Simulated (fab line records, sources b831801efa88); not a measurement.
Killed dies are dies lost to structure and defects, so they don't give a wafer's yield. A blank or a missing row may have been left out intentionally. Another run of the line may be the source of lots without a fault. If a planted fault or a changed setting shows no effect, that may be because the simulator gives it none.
A lot that was struck, set against a sound lot :: flow sky130 :: 43 steps out of a route of 708
Sound: these wafers, L568.4, L568.5, L568.6. Struck: wafers L581.2, L581.3, L581.4. The cause comes at the end.
Per side, at each step with rows, come the tool, then ch with its chambers, and then its first start. Under that, the readings that differ: sound wafers :: struck wafers :: difference of the means :: sigmas: that difference in standard deviations of wafers without a fault.
alike: a reading whose means differ by less than 2 such deviations, as well as words and numbers matching on both sides. not compared: withheld readings; readings where some wafer has no value; bounds like >300 that might hide an equal value; numbers whose values overlap and for which the record gives no deviation.
The two part at a step that has a row with sigmas, a row that says differs or no value, or rows on one side only. Numbers that don't overlap but have no deviation are shown without sigmas and don't part them. A reading missing from all wafers of one side parts the sides only when that side holds two or more wafers.

first, 7 steps without rows for these wafers: SKY_LOCAL_INTERCONNECT_HMDS_04 (prime time 60 s); SKY_LOCAL_INTERCONNECT_COAT_05 (resist thk 60 nm); SKY_LOCAL_INTERCONNECT_COAT_06 (resist thk 450 nm); SKY_LOCAL_INTERCONNECT_SOFTBAKE_07 (time 90 s); SKY_LOCAL_INTERCONNECT_EXPOSE_08 (exposes mask LI1M, target cd 170 nm); SKY_LOCAL_INTERCONNECT_PEB_09; SKY_LOCAL_INTERCONNECT_DEVELOP_10 (develop time 60 s).
SKY_LOCAL_INTERCONNECT_CD_MEAS_11 targets a cd of 170 nm.
  struck on cdSem-02, day 35 23:32; sound on cdSem-01, day 31 12:46
  alike: cdNm
SKY_LOCAL_INTERCONNECT_OVL_MEAS_12:
  struck on overlay-01, day 35 23:38; sound on overlay-02, day 31 12:50
reading: LOCAL_INTERCONNECT_OVL (nm)
sound: -10 2 3
struck: 15 21 6
difference: +16
sigmas: +2
then, 2 steps without rows for these wafers: SKY_LOCAL_INTERCONNECT_ETCH_13 (etches BARC in N2/H2, stops on SiO2, time 45.9 s, target depth 60 nm); SKY_LOCAL_INTERCONNECT_METAL_ETCH_14 (etches TiN in Cl2/BCl3, stops on PSG, target depth 110 nm, time 31.4 s).
SKY_LOCAL_INTERCONNECT_STRIP_15: strips in O2/N2.
  sound on plasmaAsher-03 ch 0,1, day 31 13:00; struck on plasmaAsher-02 ch 0,1, day 35 23:47
  alike: drypumpMotorCurrentA, oesProductAu, stripTimeToEndpointS
  not compared: rfHoursCounterH
SKY_LOCAL_INTERCONNECT_STRIP_16: strips in post etch residue remover, time 1200 s.
  sound on wetBench-03 ch 1, day 31 13:04; struck on wetBench-04 ch 3, day 35 23:53
then, 3 steps without rows for these wafers: SKY_LOCAL_INTERCONNECT_CLEAN_17 (cleans in IPA, time 180 s); SKY_LOCAL_INTERCONNECT_CLEAN_18 (cleans in O3/DIW); SKY_CONTACT_CVD_00 (deposits Si3N4, target thk 75 nm).
SKY_CONTACT_THK_MEAS_01:
  struck on filmMetro-01, day 36 00:25; sound on filmMetro-01, day 31 13:38
  alike: CONTACT_CVD_00_THK
then, 1 step without rows for these wafers: SKY_CONTACT_HDPCVD_02 (deposits SiO2, target thk 565 nm, time 94.2 s).
SKY_CONTACT_THK_MEAS_03:
  struck on filmMetro-03, day 36 00:33; sound on filmMetro-02, day 31 13:46
  alike: CONTACT_HDPCVD_THK
then, 1 step without rows for these wafers: SKY_CONTACT_CMP_04 (polishes SiO2).
SKY_CONTACT_BOW_MEAS_05:
  struck on filmMetro-02, day 36 00:55; sound on filmMetro-03, day 31 14:09
  alike: CONTACT_BOW
then, 8 steps without rows for these wafers: SKY_CONTACT_DEHYDRATE_06 (time 60 s); SKY_CONTACT_HMDS_07 (prime time 60 s); SKY_CONTACT_COAT_08 (resist thk 60 nm); SKY_CONTACT_COAT_09 (resist thk 450 nm); SKY_CONTACT_SOFTBAKE_10 (time 90 s); SKY_CONTACT_EXPOSE_11 (exposes mask CTM1, target cd 170 nm); SKY_CONTACT_PEB_12; SKY_CONTACT_DEVELOP_13 (develop time 60.94 s).
SKY_CONTACT_CD_MEAS_14 targets a cd of 170 nm.
  struck on cdSem-02, day 37 01:53; sound on cdSem-02, day 32 17:44
  alike: cdNm
SKY_CONTACT_OVL_MEAS_15:
  struck on overlay-02, day 37 01:59; sound on overlay-01, day 32 17:49
reading: CONTACT_OVL (nm)
sound: -10 -10 -5
struck: 9 3 1
difference: +13
sigmas: +2
SKY_CONTACT_ETCH_16: etches BARC in N2/H2, stops on SiO2, time 45.9 s, target depth 60 nm.
  sound on rieDiel-01 ch 0,2,3, day 32 17:52; struck on rieDiel-02 ch 0,1,3, day 37 02:01
reading: rfHoursCounterH (h)
sound: - - -
struck: 18 3 3
difference: no value on the sound wafers
sigmas: 
  alike: drypumpMotorCurrentA, oesProductAu, throttleValvePct
SKY_CONTACT_ETCH_17: etches SiO2 in C4F8/O2/Ar, stops on Si3N4, target depth 340 nm.
  sound on rieDiel-01 ch 0,2,3, day 32 17:55; struck on rieDiel-02 ch 0,1,3, day 37 02:04
  alike: oesProductAu
SKY_CONTACT_ETCH_18: etches Si3N4 in CHF3/O2, stops on TiN, time 39 s, target depth 75 nm.
  sound on rieDiel-01 ch 0,2,3; struck on rieDiel-02 ch 0,1,3
reading: rfHoursCounterH (h)
sound: - - -
struck: 18 3 3
difference: no value on the sound wafers
sigmas: 
  alike: drypumpMotorCurrentA, oesProductAu, throttleValvePct
SKY_CONTACT_STRIP_19: strips in O2/N2.
  sound on plasmaAsher-04 ch 0,1, day 32 18:01; struck on plasmaAsher-01 ch 0,1, day 37 02:10
  alike: drypumpMotorCurrentA, oesProductAu, stripTimeToEndpointS
  not compared: rfHoursCounterH
then, 5 steps without rows for these wafers: SKY_CONTACT_STRIP_20 (strips in post etch residue remover, time 1200 s); SKY_CONTACT_CLEAN_21 (cleans in IPA, time 180 s); SKY_CONTACT_CLEAN_22 (cleans in O3/DIW); SKY_CONTACT_SPUTTER_23 (material TiN, target thk 20 nm, time 80 s); SKY_CONTACT_CVD_24 (deposits W, target thk 340 nm, time 102.12 s).
SKY_CONTACT_RS_MEAS_25: uses a four-point probe to measure.
  struck on filmMetro-01, day 37 02:57; sound on filmMetro-03, day 32 18:48
  alike: CONTACT_W_RS
SKY_CONTACT_THK_MEAS_26: measures by xrf.
  struck on filmMetro-01, day 37 03:04; sound on filmMetro-03, day 32 18:53
reading: CONTACT_W_THK (nm)
sound: 349 346 337
struck: 325 323 328
difference: -19
sigmas: -2
-- the record jumps here: 13 days lie between the struck wafers' starts before and after (it left off in module CONTACT and takes up again in module PAD_OPEN, whose first step shown is number 708 of the route) --
SKY_PAD_OPEN_PROBE_99:
  struck on prober-01, day 49 15:55; sound on prober-02, day 46 08:47
reading: killedAtContacts
sound: 17 17 14
struck: 81 90 86
difference: +70
sigmas: +12

reading: killedDies
sound: 87 73 80
struck: 139 150 141
difference: +63
sigmas: +7
  alike: killed_at_M0_to_M3, killed_at_M4_up, killedAtFrontEnd, killedAtOther, killedOpen, killedShort

## WHERE THEY PART
First at SKY_LOCAL_INTERCONNECT_OVL_MEAS_12; last, within this record, at SKY_PAD_OPEN_PROBE_99.

WHY: whatever the simulator had introduced
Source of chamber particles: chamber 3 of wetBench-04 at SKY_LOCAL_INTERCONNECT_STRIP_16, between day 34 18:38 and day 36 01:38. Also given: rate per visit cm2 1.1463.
